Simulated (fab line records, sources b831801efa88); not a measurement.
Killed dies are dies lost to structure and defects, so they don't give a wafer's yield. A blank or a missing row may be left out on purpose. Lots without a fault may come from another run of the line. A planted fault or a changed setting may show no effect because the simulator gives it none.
One fault seen from 2 desks | flow gf180mcu | each desk has only its own numbers; what lay behind them comes last

THE METROLOGY DESK
What the gauges read, lot by lot, whatever tool the lot ran on: means of the sampled wafers that have a number. A lot is out of limits, marked OUT, if its mean lies more than 4 standard deviations from the usual mean; the brackets give that distance.
Columns: A = POLY_GATE_OVL at GF_POLY_GATE_OVL_MEAS_11, usual 1 nm; B = cd_nm at GF_NSD_CD_MEAS_07, usual 400.1 nm
lot  | first seen here | A  | B
L976 | day 9 06:47     | 0  | 401.8
L977 | day 9 11:57     | 2  | 401.0
L978 | day 9 17:35     | 1  | 401.1
L980 | day 10 06:38    | 6  | 401.3
L981 | day 10 17:38    | -2 | 403.9
L983 | day 11 04:13    | 2  | 402.2
L989 | day 12 21:32    | 1  | 400.7
L990 | day 13 06:01    | -2 | 398.3
L993 | day 14 09:24    | 4  | 397.1
L994 | day 14 14:09    | -3 | 401.6
L995 | day 14 20:02    | -7 | 398.5
L996 | day 15 01:11    | 5  | 397.9
L997 | day 15 10:50    | 2  | 396.4
L999 | day 16 03:37    | 9  | 401.2
This desk's finding: nothing out of limits on any of the 14 lots.

THE TOOL OWNER'S DESK: implanter-03
The tool's own readings at GF_VT_IMPLANT_IMPLANT_19: means of the sampled wafers that have a number, for each lot that ran on this tool. A lot is out of limits, marked OUT, if its mean lies more than 4 standard deviations from the usual mean; the brackets give that distance.
Columns: A = beam_energy_keV at GF_VT_IMPLANT_IMPLANT_19, usual 100.00
lot  | first seen here | A
L978 | day 6 16:07     | 100.03
L980 | day 7 04:48     | 100.01
L981 | day 7 14:15     | 96.52 (-99 or more) OUT
L983 | day 7 23:48     | 96.57 (-99 or more) OUT
L997 | day 11 19:09    | 100.00
L999 | day 12 09:19    | 100.02
This desk's finding: out of limits on L981, L983; first on L981, day 7 14:15 (beam_energy_keV at GF_VT_IMPLANT_IMPLANT_19). In limits: L978, L980, L997, L999.

PUT TOGETHER
The tool owner's desk could have raised an alarm at day 7 14:15, on L981, L983.
The metrology desk saw nothing out of limits.
The metrology desk has L981, L983 on record, within its limits.
Of the lots named, all ran GF_VT_IMPLANT_IMPLANT_19 on implanter-03.

WHAT THE SIMULATOR HAD PUT IN
Process parameter drift: implanter-03, from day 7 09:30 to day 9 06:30, at GF_VT_IMPLANT_IMPLANT_19. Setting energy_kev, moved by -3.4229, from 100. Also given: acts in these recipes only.
Lots struck among those shown: L981, L983.
Hours from the fault's start to each desk's first reading out of limits: the tool owner's desk, 5.
